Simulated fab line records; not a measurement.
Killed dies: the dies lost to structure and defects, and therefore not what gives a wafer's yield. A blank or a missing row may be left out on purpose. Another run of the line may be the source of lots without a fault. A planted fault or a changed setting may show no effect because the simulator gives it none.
8D (eight disciplines) problem report, filled in by code	flow gf180mcu	the parts of the form that need people (team, actions taken, sign-off) are left out

## 1. PROBLEM STATEMENT
V3_CVD_02_THK at GF_V3_THK_MEAS_03 reads a mean of 772 nm on 2 wafers of 1 lot; wafers without a fault read 852 nm with a standard deviation of 12. Relative to the usual mean, that is a shift of -6.7 standard deviations.
First observed at day 27 04:29: wafer L256.1, on film metro-02. Wafers with a number at this step in the record: 15, from 5 lots. Rule for "out", or "out of limits": more than 4 standard deviations from the usual mean. The rest of the wafers with a number are treated as sound.

## 2. WHAT THIS IS AND IS NOT
question	is	is not
which readings at this step	V3_CVD_02_THK	-
which lots	L256	L240, L241, L248, L257
which wafers of those lots	L256.1, L256.2	L256.5
read on which gauges	film metro-02	film metro-01, film metro-03
when	from day 27 04:29	up to then (10 sound wafers); but 3 sound wafers of L257 came after

## 3. SUSPECTS, AND WHAT RULES EACH OUT
Counting: if a tool at a process step up to the reading ran every lot that is out, it stays a suspect. Sound lots after the first of them don't rule it out here, since some wafers of a struck lot are sound.
- the gauge at GF_V3_THK_MEAS_03 is ruled out. All the wafers that are out were read on film metro-02, but those of them that GF_V3_CVD_02 has rows for are out there too, on other tools.
- rie metal-03 at GF_M3_METAL_ETCH_16 (etches the open film in Cl2/BCl3, stops on SiO2, target depth 750.8 nm, time 125.1 s): kept. The lot that is out, L256, ran on it at day 27 03:35; the last sound lot it ran before that was L248, at day 24 06:02.
- plasma asher-03 at GF_M3_STRIP_17 (strips in O2/N2): kept. The lot that is out, L256, ran on it at day 27 03:43; the last sound lot it ran before that was L240, at day 21 09:38.
- pecvd-01 at GF_V3_CVD_02 (deposits SiO2 from TEOS, target thk 850 nm, time 94.851 s): kept. The lot that is out, L256, ran on it at day 27 04:25; the last sound lot it ran before that was L241, at day 21 17:16. Its own readings are out on those wafers: run length s.
- Within pecvd-01 at GF_V3_CVD_02: the wafers that are out ran in chambers 0, 2; their sound lot-mates ran in chamber 1.
The count leaves rie metal-03 at GF_M3_METAL_ETCH_16, plasma asher-03 at GF_M3_STRIP_17, and pecvd-01 at GF_V3_CVD_02.

## 4. THE CAUSE (what the simulator had put in)
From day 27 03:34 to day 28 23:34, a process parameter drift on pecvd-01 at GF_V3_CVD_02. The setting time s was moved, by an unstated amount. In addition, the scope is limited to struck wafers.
Counting left 3 suspects, and this tool is among them.

## 5. THE EFFECT CHAIN, in route order
Rows list readings where the struck wafers' mean (over those with a number) sits beyond 3 standard deviations from the usual. Only readings whose record carries a usual standard deviation are examined. hours: median over the lots of the time between each lot's start at the first step of this table that gives one and its start at this step. sigmas: the change, counted in usual standard deviations.
hours	step	reading	usual	on struck wafers	change	sigmas
0	GF_V3_CVD_02	run length s	122.5 s	115.1	-7.4	-13
0	GF_V3_THK_MEAS_03	V3_CVD_02_THK	852 nm	772	-80	-6.7
0	GF_V3_CMP_04	time to endpoint s	78 s	49	-29	-5.0
Here are the process steps it includes:
- GF_V3_CVD_02: deposits SiO2 from TEOS, target thk 850 nm, time 94.851 s.
- GF_V3_CMP_04: polishes SiO2.
Later measuring or inspecting steps at which every struck wafer that the step has a row for has a number for every such reading, and none has moved that far: GF_V3_BOW_MEAS_05.

## 6. WHAT WOULD HAVE CAUGHT IT SOONER
In this record the first reading out of limits at a measuring or inspecting step was taken at day 27 04:29, 1 hour after the fault began at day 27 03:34.
At GF_V3_CVD_02, the tool's own readings (run length s) were out on each struck wafer the step has a row for, so an alarm limit on them would have fired on the first such wafer.
All the lots that are out (1) had begun GF_V3_CVD_02 on pecvd-01 by day 27 04:29. None of them would have been spared by holding the tool at that moment.
